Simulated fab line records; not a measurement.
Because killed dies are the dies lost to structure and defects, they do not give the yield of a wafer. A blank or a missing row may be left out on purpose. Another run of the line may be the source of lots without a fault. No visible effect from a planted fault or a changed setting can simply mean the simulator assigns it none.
Which tool did it? || flow gf180mcu || 13 lots with 38 wafers sampled at 5 steps, on a route of 602 steps

## WHAT THE GAUGES READ, wafer by wafer
GF_STI_THK_MEAS_22. Usual: STI_OXIDATION_01_THK 14.94 nm, standard deviation 0.24.
{"lot": "L207", "measured": "day 2 09:36", "on": "filmMetro-01", "STI_OXIDATION_01_THK (nm)": "15.21 15.20 15.22", "flag": ""}
{"lot": "L208", "measured": "day 2 16:37", "on": "filmMetro-02", "STI_OXIDATION_01_THK (nm)": "14.90 15.12 15.26", "flag": ""}
{"lot": "L210", "measured": "day 3 00:55", "on": "filmMetro-03", "STI_OXIDATION_01_THK (nm)": "14.97 14.94 15.00", "flag": ""}
{"lot": "L211", "measured": "day 3 06:06", "on": "filmMetro-03", "STI_OXIDATION_01_THK (nm)": "15.13 14.93 15.29", "flag": ""}
{"lot": "L212", "measured": "day 3 11:30", "on": "filmMetro-03", "STI_OXIDATION_01_THK (nm)": "15.05 14.77 14.81", "flag": ""}
{"lot": "L213", "measured": "day 3 18:47", "on": "filmMetro-01", "STI_OXIDATION_01_THK (nm)": "15.08 14.81 15.11", "flag": ""}
{"lot": "L215", "measured": "day 4 01:26", "on": "filmMetro-02", "STI_OXIDATION_01_THK (nm)": "14.87 14.52 14.68", "flag": ""}
{"lot": "L216", "measured": "day 4 06:56", "on": "filmMetro-01", "STI_OXIDATION_01_THK (nm)": "15.09 15.25 15.15", "flag": ""}
{"lot": "L217", "measured": "day 4 12:04", "on": "filmMetro-01", "STI_OXIDATION_01_THK (nm)": "15.32 15.13 15.22", "flag": ""}
{"lot": "L218", "measured": "day 4 18:20", "on": "filmMetro-02", "STI_OXIDATION_01_THK (nm)": "14.90 14.72 14.78", "flag": ""}
{"lot": "L219", "measured": "day 4 22:16", "on": "filmMetro-03", "STI_OXIDATION_01_THK (nm)": "14.99 14.76 15.03", "flag": ""}
{"lot": "L228", "measured": "day 6 20:01", "on": "filmMetro-01", "STI_OXIDATION_01_THK (nm)": "14.88 15.09", "flag": ""}
{"lot": "L229", "measured": "day 7 01:28", "on": "filmMetro-01", "STI_OXIDATION_01_THK (nm)": "15.02 15.00 14.89", "flag": ""}

GF_NWELL_TW_MEAS_11. Usual: NWELL_TW 1587, standard deviation 7.8.
{"lot": "L207", "measured": "day 3 13:10", "on": "filmMetro-03", "NWELL_TW": "1592 1596 1594", "flag": ""}
{"lot": "L208", "measured": "day 4 00:20", "on": "filmMetro-04", "NWELL_TW": "1602 1589 1593", "flag": ""}
{"lot": "L210", "measured": "day 4 07:16", "on": "filmMetro-03", "NWELL_TW": "1590 1588 1586", "flag": ""}
{"lot": "L211", "measured": "day 4 13:15", "on": "filmMetro-02", "NWELL_TW": "1581 1578 1573", "flag": ""}
{"lot": "L212", "measured": "day 4 17:01", "on": "filmMetro-03", "NWELL_TW": "1592 1584 1596", "flag": ""}
{"lot": "L213", "measured": "day 5 01:26", "on": "filmMetro-02", "NWELL_TW": "1567 1573 1574", "flag": ""}
{"lot": "L215", "measured": "day 5 07:14", "on": "filmMetro-02", "NWELL_TW": "1576 1582 1586", "flag": ""}
{"lot": "L216", "measured": "day 5 14:22", "on": "filmMetro-02", "NWELL_TW": "1570 1572 1575", "flag": ""}
{"lot": "L217", "measured": "day 5 20:13", "on": "filmMetro-03", "NWELL_TW": "1592 1599 1587", "flag": ""}
{"lot": "L218", "measured": "day 6 01:16", "on": "filmMetro-03", "NWELL_TW": "1582 1592 1588", "flag": ""}
{"lot": "L219", "measured": "day 6 08:17", "on": "filmMetro-03", "NWELL_TW": "1592 1590 1596", "flag": ""}
{"lot": "L228", "measured": "day 8 07:16", "on": "filmMetro-02", "NWELL_TW": "1576 1582", "flag": ""}
{"lot": "L229", "measured": "day 8 13:00", "on": "filmMetro-02", "NWELL_TW": "1591 1586 1586", "flag": ""}

GF_LVPWELL_OVL_MEAS_07. Usual: LVPWELL_OVL -0.4 nm, standard deviation 1.7.
{"lot": "L207", "measured": "day 4 01:17", "on": "overlay-01", "LVPWELL_OVL (nm)": "1.9 0.8 1.3", "flag": ""}
{"lot": "L208", "measured": "day 4 13:35", "on": "overlay-01", "LVPWELL_OVL (nm)": "-1.7 -2.3 -2.2", "flag": ""}
{"lot": "L210", "measured": "day 4 20:41", "on": "overlay-02", "LVPWELL_OVL (nm)": "-1.8 -3.4 -2.2", "flag": ""}
{"lot": "L211", "measured": "day 5 02:29", "on": "overlay-02", "LVPWELL_OVL (nm)": "-0.8 -1.7 -1.5", "flag": ""}
{"lot": "L212", "measured": "day 5 06:07", "on": "overlay-01", "LVPWELL_OVL (nm)": "0.4 -0.2 -1.5", "flag": ""}
{"lot": "L213", "measured": "day 5 14:56", "on": "overlay-01", "LVPWELL_OVL (nm)": "0.7 2.3 0.1", "flag": ""}
{"lot": "L215", "measured": "day 5 20:56", "on": "overlay-01", "LVPWELL_OVL (nm)": "-1.9 -1.6 -0.8", "flag": ""}
{"lot": "L216", "measured": "day 6 04:34", "on": "overlay-02", "LVPWELL_OVL (nm)": "-3.8 -2.6 -1.9", "flag": ""}
{"lot": "L217", "measured": "day 6 11:08", "on": "overlay-01", "LVPWELL_OVL (nm)": "0.6 -0.9 0.4", "flag": ""}
{"lot": "L218", "measured": "day 6 15:29", "on": "overlay-02", "LVPWELL_OVL (nm)": "-2.3 -1.6 -1.5", "flag": ""}
{"lot": "L219", "measured": "day 6 23:05", "on": "overlay-02", "LVPWELL_OVL (nm)": "-0.7 0.0 0.4", "flag": ""}
{"lot": "L228", "measured": "day 9 00:34", "on": "overlay-01", "LVPWELL_OVL (nm)": "0.2 -0.6", "flag": ""}
{"lot": "L229", "measured": "day 9 05:58", "on": "overlay-01", "LVPWELL_OVL (nm)": "0.5 -1.2 0.8", "flag": ""}

## WHAT TOOL EACH LOT RAN ON (gives the tool, then ch and the chambers of the sampled wafers, and finally the start)
{"lot": "L207", "GF_STI_ETCH_13": "rieDiel-02 ch 0,2,3, day 2 07:46", "GF_STI_STRIP_15": "plasmaAsher-03 ch 0,1, day 2 07:57"}
{"lot": "L208", "GF_STI_ETCH_13": "rieDiel-02 ch 0,1,2, day 2 14:36", "GF_STI_STRIP_15": "plasmaAsher-04 ch 0,1, day 2 14:45"}
{"lot": "L210", "GF_STI_ETCH_13": "rieDiel-04 ch 0,2, day 2 23:02", "GF_STI_STRIP_15": "plasmaAsher-04 ch 0,1, day 2 23:11"}
{"lot": "L211", "GF_STI_ETCH_13": "rieDiel-03 ch 0,1,2, day 3 02:45", "GF_STI_STRIP_15": "plasmaAsher-04 ch 0,1, day 3 02:56"}
{"lot": "L212", "GF_STI_ETCH_13": "rieDiel-04 ch 1,2,3, day 3 08:33", "GF_STI_STRIP_15": "plasmaAsher-04 ch 0,1, day 3 08:42"}
{"lot": "L213", "GF_STI_ETCH_13": "rieDiel-02 ch 0,1, day 3 17:02", "GF_STI_STRIP_15": "plasmaAsher-03 ch 0,1, day 3 17:11"}
{"lot": "L215", "GF_STI_ETCH_13": "rieDiel-03 ch 1,2, day 3 23:42", "GF_STI_STRIP_15": "plasmaAsher-01 ch 0,1, day 3 23:51"}
{"lot": "L216", "GF_STI_ETCH_13": "rieDiel-03 ch 1,2, day 4 04:48", "GF_STI_STRIP_15": "plasmaAsher-04 ch 0,1, day 4 04:57"}
{"lot": "L217", "GF_STI_ETCH_13": "rieDiel-02 ch 0,1, day 4 10:09", "GF_STI_STRIP_15": "plasmaAsher-01 ch 0,1, day 4 10:18"}
{"lot": "L218", "GF_STI_ETCH_13": "rieDiel-04 ch 0,1,2, day 4 14:57", "GF_STI_STRIP_15": "plasmaAsher-04 ch 1, day 4 15:06"}
{"lot": "L219", "GF_STI_ETCH_13": "rieDiel-02 ch 0,2,3, day 4 20:09", "GF_STI_STRIP_15": "plasmaAsher-04 ch 1, day 4 20:18"}
{"lot": "L228", "GF_STI_ETCH_13": "rieDiel-04 ch 0,3, day 6 18:17", "GF_STI_STRIP_15": "plasmaAsher-03 ch 0, day 6 18:26"}
{"lot": "L229", "GF_STI_ETCH_13": "rieDiel-02 ch 2,3, day 6 23:44", "GF_STI_STRIP_15": "plasmaAsher-01 ch 0,1, day 6 23:53"}
- GF_STI_ETCH_13: etches the open film in CHF3/O2, stops on Si, target depth 282.31 nm, time 112.9 s.
- GF_STI_STRIP_15: strips in O2/N2.

## WHAT THE TOOLS THEMSELVES READ (means of the sampled wafers that have a number; where no wafer has one, the mark that the record gives instead)
GF_STI_ETCH_13. Usual: drypumpMotorCurrentA 5.7 A, standard deviation 0.41; oesProductAu 0.830 a.u., standard deviation 0.0057; throttleValvePct 8.810 %, standard deviation 0.01.
{"lot": "L207", "tool": "rieDiel-02", "drypumpMotorCurrentA (A)": 6.0, "oesProductAu (a.u.)": 0.832, "throttleValvePct (%)": 8.799, "flag": ""}
{"lot": "L208", "tool": "rieDiel-02", "drypumpMotorCurrentA (A)": 5.8, "oesProductAu (a.u.)": 0.834, "throttleValvePct (%)": 8.818, "flag": ""}
{"lot": "L210", "tool": "rieDiel-04", "drypumpMotorCurrentA (A)": 5.4, "oesProductAu (a.u.)": 0.832, "throttleValvePct (%)": 8.814, "flag": ""}
{"lot": "L211", "tool": "rieDiel-03", "drypumpMotorCurrentA (A)": 6.0, "oesProductAu (a.u.)": 0.837, "throttleValvePct (%)": 8.812, "flag": ""}
{"lot": "L212", "tool": "rieDiel-04", "drypumpMotorCurrentA (A)": 5.5, "oesProductAu (a.u.)": 0.832, "throttleValvePct (%)": 8.811, "flag": ""}
{"lot": "L213", "tool": "rieDiel-02", "drypumpMotorCurrentA (A)": 5.5, "oesProductAu (a.u.)": 0.822, "throttleValvePct (%)": 8.806, "flag": ""}
{"lot": "L215", "tool": "rieDiel-03", "drypumpMotorCurrentA (A)": 5.9, "oesProductAu (a.u.)": 0.826, "throttleValvePct (%)": 8.802, "flag": ""}
{"lot": "L216", "tool": "rieDiel-03", "drypumpMotorCurrentA (A)": 5.9, "oesProductAu (a.u.)": 0.831, "throttleValvePct (%)": 8.811, "flag": ""}
{"lot": "L217", "tool": "rieDiel-02", "drypumpMotorCurrentA (A)": 5.5, "oesProductAu (a.u.)": 0.833, "throttleValvePct (%)": 8.809, "flag": ""}
{"lot": "L218", "tool": "rieDiel-04", "drypumpMotorCurrentA (A)": 5.4, "oesProductAu (a.u.)": 0.824, "throttleValvePct (%)": 8.808, "flag": ""}
{"lot": "L219", "tool": "rieDiel-02", "drypumpMotorCurrentA (A)": 6.0, "oesProductAu (a.u.)": 0.831, "throttleValvePct (%)": 8.810, "flag": ""}
{"lot": "L228", "tool": "rieDiel-04", "drypumpMotorCurrentA (A)": 5.4, "oesProductAu (a.u.)": 0.660, "throttleValvePct (%)": 8.764, "flag": "OFF"}
{"lot": "L229", "tool": "rieDiel-02", "drypumpMotorCurrentA (A)": 5.8, "oesProductAu (a.u.)": 0.832, "throttleValvePct (%)": 8.808, "flag": ""}

GF_STI_STRIP_15. Usual: drypumpMotorCurrentA 5.66 A, standard deviation 0.26; heaterPowerW 356 W, standard deviation 48; n2FlowSccm 300.0 sccm, standard deviation 0.85; oesProductAu 0.383 a.u., standard deviation 0.0052; stripTimeToEndpointS 3.72 s, standard deviation 0.056.
{"lot": "L207", "tool": "plasmaAsher-03", "drypumpMotorCurrentA (A)": 5.68, "heaterPowerW (W)": 325, "n2FlowSccm (sccm)": 300.4, "oesProductAu (a.u.)": 0.379, "stripTimeToEndpointS (s)": 3.75, "flag": ""}
{"lot": "L208", "tool": "plasmaAsher-04", "drypumpMotorCurrentA (A)": 5.47, "heaterPowerW (W)": 351, "n2FlowSccm (sccm)": 300.6, "oesProductAu (a.u.)": 0.389, "stripTimeToEndpointS (s)": 3.73, "flag": ""}
{"lot": "L210", "tool": "plasmaAsher-04", "drypumpMotorCurrentA (A)": 5.55, "heaterPowerW (W)": 335, "n2FlowSccm (sccm)": 300.4, "oesProductAu (a.u.)": 0.379, "stripTimeToEndpointS (s)": 3.68, "flag": ""}
{"lot": "L211", "tool": "plasmaAsher-04", "drypumpMotorCurrentA (A)": 5.55, "heaterPowerW (W)": 338, "n2FlowSccm (sccm)": 299.7, "oesProductAu (a.u.)": 0.382, "stripTimeToEndpointS (s)": 3.67, "flag": ""}
{"lot": "L212", "tool": "plasmaAsher-04", "drypumpMotorCurrentA (A)": 5.57, "heaterPowerW (W)": 342, "n2FlowSccm (sccm)": 299.9, "oesProductAu (a.u.)": 0.383, "stripTimeToEndpointS (s)": 3.70, "flag": ""}
{"lot": "L213", "tool": "plasmaAsher-03", "drypumpMotorCurrentA (A)": 5.69, "heaterPowerW (W)": 326, "n2FlowSccm (sccm)": 299.8, "oesProductAu (a.u.)": 0.378, "stripTimeToEndpointS (s)": 3.68, "flag": ""}
{"lot": "L215", "tool": "plasmaAsher-01", "drypumpMotorCurrentA (A)": 5.98, "heaterPowerW (W)": 383, "n2FlowSccm (sccm)": 300.1, "oesProductAu (a.u.)": 0.382, "stripTimeToEndpointS (s)": 3.69, "flag": ""}
{"lot": "L216", "tool": "plasmaAsher-04", "drypumpMotorCurrentA (A)": 5.56, "heaterPowerW (W)": 337, "n2FlowSccm (sccm)": 299.7, "oesProductAu (a.u.)": 0.381, "stripTimeToEndpointS (s)": 3.64, "flag": ""}
{"lot": "L217", "tool": "plasmaAsher-01", "drypumpMotorCurrentA (A)": 5.78, "heaterPowerW (W)": 425, "n2FlowSccm (sccm)": 299.1, "oesProductAu (a.u.)": 0.384, "stripTimeToEndpointS (s)": 3.76, "flag": ""}
{"lot": "L218", "tool": "plasmaAsher-04", "drypumpMotorCurrentA (A)": 5.38, "heaterPowerW (W)": 359, "n2FlowSccm (sccm)": 299.2, "oesProductAu (a.u.)": 0.383, "stripTimeToEndpointS (s)": 3.73, "flag": ""}
{"lot": "L219", "tool": "plasmaAsher-04", "drypumpMotorCurrentA (A)": 5.36, "heaterPowerW (W)": 358, "n2FlowSccm (sccm)": 300.6, "oesProductAu (a.u.)": 0.378, "stripTimeToEndpointS (s)": 3.66, "flag": ""}
{"lot": "L228", "tool": "plasmaAsher-03", "drypumpMotorCurrentA (A)": 5.77, "heaterPowerW (W)": 326, "n2FlowSccm (sccm)": 299.5, "oesProductAu (a.u.)": 0.326, "stripTimeToEndpointS (s)": 2.26, "flag": "OFF"}
{"lot": "L229", "tool": "plasmaAsher-01", "drypumpMotorCurrentA (A)": 6.00, "heaterPowerW (W)": 381, "n2FlowSccm (sccm)": 300.0, "oesProductAu (a.u.)": 0.384, "stripTimeToEndpointS (s)": 3.69, "flag": ""}

## THE ANSWER, worked out from the rows above alone
Rule: take the mean of a lot's wafers that have a number; if it is more than 3 standard deviations from the usual mean, the lot is off. Also off: a lot with no number at a reading for which 4 or more lots have one. All remaining lots with rows at the step are treated as sound. After the gauges, taken in route order, come the tools' own readings; for these a lot's mean is taken, as printed above. At the first step where some lot is off, the reading lying furthest off is the one used; lots without a number count as furthest.
Off: L228 (GF_STI_ETCH_13, oesProductAu).
If a tool, at that step or one of the process steps before it, ran each lot that is off and ran no sound lot following the first of them, it fits. One candidate fits, namely rieDiel-04 at GF_STI_ETCH_13. A fault onset in the window from L218 (day 4 14:57, its last sound lot) to L228 (day 6 18:17, its first lot off) fits.
The tool's own readings at GF_STI_ETCH_13 bear it out: on the lots that are off they differ by more than 5 times the standard deviation of the sound lots' means. oesProductAu reads 0.660 a.u. there against 0.831 a.u. on the sound lots; throttleValvePct reads 8.764 % there against 8.809 % on the sound lots.

## WHAT WAS PUT IN BY THE SIMULATOR
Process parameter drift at GF_STI_ETCH_13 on rieDiel-04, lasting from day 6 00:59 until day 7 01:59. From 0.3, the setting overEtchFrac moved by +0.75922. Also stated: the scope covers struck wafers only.
Lots struck among those shown: L228. This agrees with what the rule above found.
